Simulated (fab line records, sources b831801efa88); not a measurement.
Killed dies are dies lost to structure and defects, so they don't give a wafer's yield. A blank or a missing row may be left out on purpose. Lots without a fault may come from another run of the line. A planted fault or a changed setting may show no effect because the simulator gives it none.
fab line records | flow sky130
record lots=24 wafers=72 last_day=50
route steps=708 shown FIELD_ISO@26 LI_CONTACT@376 METAL1@450 VIA2@528 CAPM@537
lots that met no fault: from a run of the same line without faults
start_h: hours from the record's first day to the start of the lot's first wafer shown | wait_h: hours since the lot's step before | " the same as in the row above | L1.1+2: a row that stands for several wafers | - no value, or no start given | * or withheld: withheld | < > ~ a bound
route shown NAME@n: a module of which the file shows steps, and the number in the route of the first | usual: mean/standard deviation of fault-free wafers | same: alike in all rows | chamber/n: place in a boat | sites: the reading at each site | _std_site: their standard deviation | _edge_site: outer sites' mean less inner sites' | radius_mm: how far each site lies from the wafer's centre | mask NAME#n: copy n | behind: the tool/chamber that last shaped the wafer | hold: why the lot was held/for how many hours/how that ended | device: the transistor (n, p or np) that didn't switch | end of line: the same wafers' tests at the end of the route | a step without rows: its recipe alone | killed: dies lost to structure and defects at the first sort, not the wafer's yield | map: a wafer's dies, x killed, . not, _ none there
set.NAME: the setting as run; set.NAME@STEP: as run at that earlier step | model.NAME: the simulator's own value behind a step, which no gauge read
steps of the route over a sample of lots; a table a step, a row a wafer
services: from which hour (start_h, from the record's first day; less than 0 if before it) a tool's chamber was out of use, for how many hours, and why
## steps
# step SKY_FIELD_ISO_THK_MEAS_25
# recipe reads=SiO2_of_FIELD_ISO_CVD_24
# usual FIELD_ISO_CVD_24_THK=592/9.7
# columns lot.wafer tool chamber start_h wait_h FIELD_ISO_CVD_24_THK[nm]
L074.1 film_metro-02 - 33.26 0.0 581
L074.2 " - " " 584
L074.5 " - " " 588
L075.1 film_metro-03 - 40.78 0.0 586
L075.3 " - " " 587
L075.6 " - " " 595
L076.1 film_metro-04 - 43.65 0.0 590
L076.3 " - " " 587
L076.4 " - " " 584
L077.2 film_metro-02 - 49.02 0.0 588
L077.5 " - " " 599
L077.6 " - " " 593
L078.2 film_metro-02 - 55.19 0.0 603
L078.3 " - " " 604
L078.4 " - " " 593
L079.1 film_metro-04 - 58.66 0.0 593
L079.2 " - " " 605
L079.4 " - " " 606
L080.3 film_metro-04 - 64.84 0.1 569
L080.4 " - " " 572
L080.5 " - " " 583
L081.2 film_metro-04 - 72.14 0.0 580
L081.3 " - " " 578
L081.6 " - " " 580
L082.2 film_metro-02 - 75.29 0.0 582
L082.5 " - " " 593
L082.6 " - " " 581
L083.3 film_metro-04 - 82.01 0.1 601
L083.4 " - " " 615
L083.6 " - " " 595
L084.1 film_metro-03 - 84.57 0.0 583
L084.3 " - " " 589
L084.5 " - " " 587
L085.1 film_metro-02 - 92.19 0.0 589
L085.3 " - " " 590
L085.6 " - " " 592
L086.1 film_metro-02 - 94.96 0.0 576
L086.2 " - " " 590
L086.6 " - " " 582
L087.1 film_metro-03 - 100.41 0.0 604
L087.2 " - " " 609
L087.4 " - " " 602
L088.4 film_metro-03 - 108.68 0.0 590
L088.5 " - " " 602
L088.6 " - " " 613
L089.1 film_metro-04 - 112.86 0.0 579
L089.3 " - " " 589
L089.6 " - " " 582
L090.3 film_metro-02 - 113.68 0.1 587
L090.4 " - " " 586
L090.5 " - " " 588
L091.3 film_metro-03 - 124.77 0.1 604
L091.4 " - " " 606
L091.5 " - " " 606
L092.1 film_metro-04 - 130.22 0.0 588
L092.4 " - " " 585
L092.6 " - " " 586
L093.1 film_metro-04 - 130.28 0.1 594
L093.3 " - " " 600
L093.6 " - " " 617
L094.2 film_metro-03 - 140.13 0.1 594
L094.3 " - " " 597
L094.5 " - " " 609
L095.2 film_metro-02 - 148.35 0.0 601
L095.4 " - " " 587
L095.6 " - " " 596
L096.1 film_metro-02 - 158.07 0.0 599
L096.2 " - " " 597
L096.6 " - " " 600
L097.2 film_metro-03 - 158.08 0.0 585
L097.3 " - " " 583
L097.5 " - " " 596
# step SKY_LI_CONTACT_ETCH_14
# recipe chemistry=N2/H2 target=BARC ion_energy_ev=200 source_w=500 bias_w=100 pressure_mtorr=30 n2_flow_sccm=100 h2_flow_sccm=200 stop_on=SiO2 time_s=45.9 target_depth_a=600
# usual drypump_motor_current_A=5.9/0.54 oes_product_au=0.854/0.0049 throttle_valve_pct=13.225/0.0091
# columns lot.wafer tool chamber start_h wait_h drypump_motor_current_A oes_product_au rf_hours_counter_h throttle_valve_pct
L074.1 rie_diel-01 1 670.02 0.0 6.0 0.862 1 13.223
L074.2 " 0 " " 5.5 0.857 3 13.218
L074.5 " 3 " " 4.7 0.862 - 13.223
L075.1 rie_diel-04 0 688.77 0.0 6.6 0.851 5 13.238
L075.3 " 2 " " 6.4 0.859 9 13.238
L075.6 " 2 " " 6.4 0.857 - 13.218
L076.1 rie_diel-04 0 692.62 0.0 6.6 0.856 5 13.213
L076.3 " 3 " " 6.3 0.848 0 13.228
L076.4 " 1 " " 5.9 0.852 8 13.226
L077.2 rie_diel-01 1 698.56 0.0 6.1 0.855 1 13.233
L077.5 " 0 " " 5.5 0.852 - 13.228
L077.6 " 1 " " 6.1 0.851 - 13.216
L078.2 rie_diel-04 0 706.61 0.0 6.6 0.857 5 13.218
L078.3 " 2 " " 6.4 0.858 9 13.228
L078.4 " 1 " " 5.9 0.856 8 13.215
L079.1 rie_diel-04 0 718.93 0.0 6.6 0.852 5 13.217
L079.2 " 1 " " 5.9 0.847 8 13.222
L079.4 " 3 " " 6.3 0.856 1 13.226
L080.3 rie_diel-03 3 723.66 0.0 5.4 0.846 15 13.226
L080.4 " 2 " " 5.9 0.857 29 13.216
L080.5 " 1 " " 6.0 0.851 - 13.219
L081.2 rie_diel-01 0 739.62 0.0 5.5 0.851 5 13.230
L081.3 " 2 " " 6.3 0.860 8 13.220
L081.6 " 2 " " 6.2 0.858 - 13.236
L082.2 rie_diel-04 0 746.47 0.0 6.6 0.850 6 13.236
L082.5 " 3 " " 6.3 0.856 - 13.222
L082.6 " 0 " " 6.6 0.858 - 13.219
L083.3 rie_diel-01 1 757.63 0.0 6.0 0.855 3 13.239
L083.4 " 3 " " 4.7 0.857 13 13.222
L083.6 " 3 " " 4.7 0.849 - 13.226
L084.1 rie_diel-04 3 757.67 0.0 6.3 0.853 2 13.232
L084.3 " 0 " " 6.6 0.862 6 13.230
L084.5 " 2 " " 6.4 0.859 - 13.224
L086.1 rie_diel-04 0 768.81 0.0 6.6 0.850 7 13.234
L086.2 " 3 " " 6.3 0.854 2 13.221
L086.6 " 3 " " 6.3 0.849 - 13.229
L085.1 rie_diel-01 1 773.22 0.0 6.0 0.851 4 13.225
L085.3 " 3 " " 4.7 0.856 14 13.242
L085.6 " 0 " " 5.5 0.856 - 13.220
L087.1 rie_diel-04 0 782.31 0.0 6.5 0.848 7 13.232
L087.2 " 2 " " 6.4 0.856 11 13.225
L087.4 " 3 " " 6.3 0.858 3 13.244
L088.4 rie_diel-01 3 790.28 0.0 4.7 0.850 14 13.231
L088.5 " 3 " " 4.7 0.856 - 13.235
L088.6 " 2 " " 6.2 0.850 - 13.226
L089.1 rie_diel-04 3 804.11 0.0 6.3 0.861 3 13.222
L089.3 " 0 " " 6.5 0.843 7 13.228
L089.6 " 3 " " 6.3 0.861 - 13.234
L090.3 rie_diel-03 3 806.16 0.0 5.4 0.850 17 13.218
L090.4 " 1 " " 6.0 0.854 24 13.238
L090.5 " 0 " " 6.2 0.852 - 13.225
L091.3 rie_diel-01 2 821.63 0.0 6.2 0.858 10 13.238
L091.4 " 1 " " 6.0 0.858 5 13.219
L091.5 " 1 " " 6.0 0.852 - 13.211
L092.1 rie_diel-01 3 822.57 0.0 4.7 0.856 15 13.234
L092.4 " 1 " " 6.0 0.852 5 13.232
L092.6 " 2 " " 6.3 0.851 - 13.231
L093.1 rie_diel-03 3 825.23 0.0 5.4 0.857 17 13.208
L093.3 " 1 " " 6.0 0.851 25 13.223
L093.6 " 1 " " 6.0 0.863 - 13.243
L094.2 rie_diel-03 1 853.47 0.0 6.0 0.851 26 13.217
L094.3 " 3 " " 5.4 0.851 18 13.221
L094.5 " 1 " " 6.0 0.856 - 13.235
L097.2 rie_diel-03 1 865.36 0.0 6.0 0.853 26 13.228
L097.3 " 3 " " 5.4 0.854 18 13.218
L097.5 " 0 " " 6.2 0.851 - 13.211
L096.1 rie_diel-01 0 868.63 0.0 5.5 0.849 9 13.223
L096.2 " 1 " " 6.0 0.862 6 13.224
L096.6 " 2 " " 6.2 0.856 - 13.207
L095.2 rie_diel-01 2 870.31 0.0 6.3 0.851 12 13.242
L095.4 " 3 " " 4.7 0.845 17 13.216
L095.6 " 2 " " 6.3 0.854 - 13.232
# step SKY_METAL1_OVL_MEAS_16
# usual METAL1_OVL=1/6.1
# columns lot.wafer tool chamber start_h wait_h METAL1_OVL[nm]
L074.1 overlay-01 - 757.25 0.1 7
L074.2 " - " " -4
L074.5 " - " " 3
L075.1 overlay-01 - 775.67 0.1 -1
L075.3 " - " " -3
L075.6 " - " " -1
L076.1 overlay-01 - 779.53 0.1 -4
L076.3 " - " " -6
L076.4 " - " " 7
L077.2 overlay-02 - 784.53 0.1 9
L077.5 " - " " 3
L077.6 " - " " 8
L078.2 overlay-02 - 792.63 0.1 5
L078.3 " - " " 6
L078.4 " - " " 7
L079.1 overlay-02 - 805.15 0.1 -1
L079.2 " - " " 12
L079.4 " - " " 5
L080.3 overlay-02 - 809.71 0.1 -14
L080.4 " - " " -2
L080.5 " - " " -13
L081.2 overlay-01 - 825.33 0.1 5
L081.3 " - " " 6
L081.6 " - " " 4
L082.2 overlay-01 - 830.50 0.1 16
L082.5 " - " " 9
L082.6 " - " " 12
L083.3 overlay-01 - 842.19 0.1 3
L083.4 " - " " -7
L083.6 " - " " -5
L084.1 overlay-01 - 842.54 0.1 -7
L084.3 " - " " -9
L084.5 " - " " 0
L086.1 overlay-02 - 853.77 0.1 -4
L086.2 " - " " -9
L086.6 " - " " -8
L085.1 overlay-02 - 855.10 0.1 6
L085.3 " - " " 7
L085.6 " - " " -7
L087.1 overlay-01 - 865.98 0.1 -5
L087.2 " - " " 6
L087.4 " - " " 4
L088.4 overlay-02 - 871.99 0.1 3
L088.5 " - " " 3
L088.6 " - " " 0
L089.1 overlay-02 - 886.48 0.1 7
L089.3 " - " " 9
L089.6 " - " " 0
L090.3 overlay-02 - 888.39 0.1 2
L090.4 " - " " 3
L090.5 " - " " 4
L091.3 overlay-01 - 902.84 0.1 -12
L091.4 " - " " -2
L091.5 " - " " -13
L092.1 overlay-01 - 903.92 0.1 11
L092.4 " - " " -3
L092.6 " - " " 2
L093.1 overlay-01 - 906.07 0.1 11
L093.3 " - " " 4
L093.6 " - " " -5
L094.2 overlay-01 - 935.46 0.1 7
L094.3 " - " " 2
L094.5 " - " " -6
L097.2 overlay-02 - 946.41 0.1 -3
L097.3 " - " " -1
L097.5 " - " " 0
L096.1 overlay-01 - 948.68 0.1 -3
L096.2 " - " " 0
L096.6 " - " " -3
L095.2 overlay-01 - 951.88 0.1 1
L095.4 " - " " -1
L095.6 " - " " 2
# step SKY_VIA2_CVD_21
# recipe material=W target_thk_nm=420 time_s=126.4 temp_c=400 pressure_torr=40
# usual heater_power_outer_w=540/53 heater_power_w=858/77
# columns lot.wafer tool chamber start_h wait_h heater_power_outer_w heater_power_w
L074.1 cvd_w-01 1 843.11 0.0 583 941
L074.2 " 0 " " 554 825
L074.5 " 0 " " 565 834
L075.1 cvd_w-02 1 859.26 0.0 462 769
L075.3 " 1 " " 462 730
L075.6 " 1 " " 463 780
L076.1 cvd_w-02 1 862.97 0.0 457 760
L076.3 " 0 " " 594 937
L076.4 " 1 " " 461 736
L077.2 cvd_w-01 1 868.72 0.0 600 932
L077.5 " 0 " " 574 823
L077.6 " 1 " " 590 928
L078.2 cvd_w-02 0 876.44 0.0 581 919
L078.3 " 0 " " 588 927
L078.4 " 1 " " 450 765
L079.1 cvd_w-01 0 888.42 0.0 564 838
L079.2 " 1 " " 581 938
L079.4 " 1 " " 583 939
L080.3 cvd_w-02 1 891.78 0.1 450 763
L080.4 " 0 " " 571 941
L080.5 " 0 " " 595 974
L081.2 cvd_w-02 1 907.65 0.1 459 761
L081.3 " 0 " " 594 946
L081.6 " 1 " " 468 770
L082.2 cvd_w-02 1 913.18 0.0 465 754
L082.5 " 0 " " 577 963
L082.6 " 1 " " 469 741
L083.3 cvd_w-02 0 925.43 0.1 576 957
L083.4 " 1 " " 456 766
L083.6 " 0 " " 568 957
L084.1 cvd_w-02 0 925.62 0.0 572 943
L084.3 " 0 " " 581 949
L084.5 " 1 " " 464 773
L086.1 cvd_w-02 0 936.08 0.0 580 958
L086.2 " 1 " " 470 753
L086.6 " 1 " " 462 783
L085.1 cvd_w-01 1 937.07 0.0 548 867
L085.3 " 0 " " 576 850
L085.6 " 1 " " 551 854
L087.1 cvd_w-01 0 947.72 0.0 570 854
L087.2 " 1 " " 548 878
L087.4 " 1 " " 549 883
L088.4 cvd_w-02 1 953.11 0.1 460 764
L088.5 " 1 " " 458 742
L088.6 " 0 " " 585 952
L089.1 cvd_w-02 1 967.56 0.0 468 747
L089.3 " 1 " " 454 759
L089.6 " 1 " " 460 745
L090.3 cvd_w-01 1 968.55 0.1 542 891
L090.4 " 0 " " 577 832
L090.5 " 0 " " 570 826
L091.3 cvd_w-02 1 981.92 0.1 461 734
L091.4 " 0 " " 600 928
L091.5 " 0 " " 585 950
L092.1 cvd_w-01 1 984.04 0.0 533 882
L092.4 " 0 " " 580 827
L092.6 " 1 " " 544 872
L093.1 cvd_w-01 1 984.97 0.0 553 873
L093.3 " 1 " " 560 863
L093.6 " 0 " " 594 831
L094.2 cvd_w-02 1 1011.82 0.0 456 766
L094.3 " 0 " " 582 942
L094.5 " 0 " " 579 955
L097.2 cvd_w-01 0 1023.13 0.0 575 854
L097.3 " 1 " " 553 877
L097.5 " 1 " " 529 882
L096.1 cvd_w-01 1 1024.87 0.0 553 858
L096.2 " 0 " " 570 837
L096.6 " 0 " " 592 838
L095.2 cvd_w-02 0 1029.53 0.0 576 975
L095.4 " 0 " " 596 964
L095.6 " 1 " " 459 759
# step SKY_VIA2_THK_MEAS_23
# recipe thk_meas_gauge=xrf reads=W_of_VIA2_CVD_21
# usual VIA2_W_THK=433/6.7
# columns lot.wafer tool chamber start_h wait_h VIA2_W_THK[nm]
L074.1 film_metro-03 - 843.36 0.1 430
L074.2 " - " " 429
L074.5 " - " " 433
L075.1 film_metro-03 - 859.51 0.1 432
L075.3 " - " " 427
L075.6 " - " " 425
L076.1 film_metro-03 - 863.22 0.1 436
L076.3 " - " " 443
L076.4 " - " " 435
L077.2 film_metro-02 - 868.98 0.1 430
L077.5 " - " " 429
L077.6 " - " " 423
L078.2 film_metro-03 - 876.70 0.1 430
L078.3 " - " " 432
L078.4 " - " " 432
L079.1 film_metro-03 - 888.67 0.1 432
L079.2 " - " " 421
L079.4 " - " " 424
L080.3 film_metro-04 - 892.01 0.1 443
L080.4 " - " " 442
L080.5 " - " " 445
L081.2 film_metro-02 - 907.91 0.1 426
L081.3 " - " " 430
L081.6 " - " " 420
L082.2 film_metro-03 - 913.44 0.1 438
L082.5 " - " " 437
L082.6 " - " " 434
L083.3 film_metro-04 - 925.66 0.1 443
L083.4 " - " " 441
L083.6 " - " " 442
L084.1 film_metro-04 - 925.87 0.1 437
L084.3 " - " " 439
L084.5 " - " " 435
L086.1 film_metro-04 - 936.33 0.1 440
L086.2 " - " " 439
L086.6 " - " " 438
L085.1 film_metro-02 - 937.32 0.1 432
L085.3 " - " " 428
L085.6 " - " " 434
L087.1 film_metro-03 - 947.97 0.1 435
L087.2 " - " " 435
L087.4 " - " " 440
L088.4 film_metro-03 - 953.34 0.1 435
L088.5 " - " " 439
L088.6 " - " " 428
L089.1 film_metro-02 - 967.81 0.1 432
L089.3 " - " " 431
L089.6 " - " " 429
L090.3 film_metro-04 - 968.78 0.1 439
L090.4 " - " " 442
L090.5 " - " " 434
L091.3 film_metro-03 - 982.15 0.1 432
L091.4 " - " " 433
L091.5 " - " " 425
L092.1 film_metro-02 - 984.29 0.1 438
L092.4 " - " " 428
L092.6 " - " " 433
L093.1 film_metro-04 - 985.22 0.1 438
L093.3 " - " " 433
L093.6 " - " " 430
L094.2 film_metro-03 - 1012.08 0.1 428
L094.3 " - " " 423
L094.5 " - " " 423
L097.2 film_metro-03 - 1023.39 0.1 421
L097.3 " - " " 421
L097.5 " - " " 426
L096.1 film_metro-02 - 1025.12 0.1 431
L096.2 " - " " 432
L096.6 " - " " 426
L095.2 film_metro-02 - 1029.79 0.1 440
L095.4 " - " " 441
L095.6 " - " " 440
# step SKY_CAPM_CVD_00
# recipe material=SiO2 target_thk_nm=15.5 temp_c=400 time_s=withheld rf_w=450
# usual heater_power_outer_w=455/100 heater_power_w=752/140
# columns lot.wafer tool chamber start_h wait_h heater_power_outer_w heater_power_w
L074.1 pecvd-04 0 843.87 0.0 661 1010
L074.2 " 1 " " 396 684
L074.5 " 1 " " 408 681
L075.1 pecvd-02 1 860.06 0.0 458 731
L075.3 " 2 " " 464 801
L075.6 " 2 " " 476 813
L076.1 pecvd-04 2 863.73 0.0 317 580
L076.3 " 1 " " 432 721
L076.4 " 2 " " 307 577
L077.2 pecvd-03 1 869.48 0.0 435 706
L077.5 " 0 " " 378 611
L077.6 " 1 " " 436 693
L078.2 pecvd-02 0 877.21 0.0 506 853
L078.3 " 2 " " 507 837
L078.4 " 0 " " 525 841
L079.1 pecvd-03 2 889.18 0.0 427 701
L079.2 " 1 " " 419 658
L079.4 " 1 " " 423 679
L080.3 pecvd-03 1 892.50 0.0 456 718
L080.4 " 2 " " 402 677
L080.5 " 1 " " 462 704
L081.2 pecvd-04 0 908.42 0.0 734 1113
L081.3 " 1 " " 385 661
L081.6 " 1 " " 390 658
L082.2 pecvd-04 1 913.98 0.0 399 648
L082.5 " 1 " " 395 648
L082.6 " 2 " " 307 592
L083.3 pecvd-03 1 926.15 0.0 390 620
L083.4 " 0 " " 454 715
L083.6 " 1 " " 391 615
L084.1 pecvd-04 1 926.45 0.0 400 684
L084.3 " 2 " " 268 526
L084.5 " 1 " " 399 678
L086.1 pecvd-02 1 936.84 0.0 464 724
L086.2 " 2 " " 518 889
L086.6 " 2 " " 517 880
L085.1 pecvd-02 1 937.84 0.0 455 716
L085.3 " 2 " " 413 744
L085.6 " 0 " " 539 920
L087.1 pecvd-02 1 948.48 0.0 455 717
L087.2 " 0 " " 525 846
L087.4 " 2 " " 491 834
L088.4 pecvd-03 2 953.84 0.0 339 592
L088.5 " 1 " " 452 726
L088.6 " 0 " " 418 662
L089.1 pecvd-02 1 968.32 0.0 394 637
L089.3 " 2 " " 435 759
L089.6 " 0 " " 439 755
L090.3 pecvd-04 2 969.27 0.0 309 585
L090.4 " 2 " " 296 607
L090.5 " 1 " " 431 697
L091.3 pecvd-02 2 982.64 0.0 506 872
L091.4 " 0 " " 524 871
L091.5 " 2 " " 518 891
L092.1 pecvd-03 0 984.80 0.0 475 752
L092.4 " 0 " " 482 738
L092.6 " 2 " " 367 658
L093.1 pecvd-02 0 985.73 0.0 523 862
L093.3 " 1 " " 374 599
L093.6 " 1 " " 382 617
L094.2 pecvd-04 0 1012.58 0.0 702 1026
L094.3 " 2 " " 283 577
L094.5 " 2 " " 287 586
L097.2 pecvd-02 1 1023.89 0.0 416 629
L097.3 " 2 " " 513 881
L097.5 " 2 " " 514 851
L096.1 pecvd-02 2 1025.63 0.0 490 826
L096.2 " 0 " " 436 748
L096.6 " 1 " " 395 644
L095.2 pecvd-03 0 1030.29 0.0 447 690
L095.4 " 2 " " 406 705
L095.6 " 0 " " 449 703
## services
# columns tool chamber start_h hours kind
rie_diel-04 1 648.14 2.7 repair
rie_diel-04 - 654.05 1.4 repair
rie_diel-01 - 654.85 0.4 repair
rie_diel-04 - 658.98 1.5 repair
rie_diel-04 - 715.38 2.8 pm
rie_diel-01 - 718.05 2.5 repair
rie_diel-04 - 749.66 0.5 repair
rie_diel-04 1 754.62 13.8 repair
pecvd-03 - 765.54 2.8 pm
rie_diel-01 1 767.13 2.8 repair
rie_diel-04 1 789.15 12.3 repair
rie_diel-01 1 797.37 5.7 repair
cvd_w-01 - 831.22 1.3 repair
pecvd-02 - 864.59 6.0 pm
rie_diel-04 - 879.72 1.5 repair
cvd_w-01 - 889.68 2.8 pm
cvd_w-01 - 904.00 14.0 pm
cvd_w-02 1 913.72 6.5 repair
cvd_w-01 0 926.52 8.6 repair
pecvd-02 1 943.10 4.6 repair
pecvd-02 - 980.05 1.9 repair
rie_diel-01 3 1003.96 5.2 repair
rie_diel-01 - 1023.78 0.5 repair
rie_diel-01 - 1027.65 2.8 pm
## key
fault none
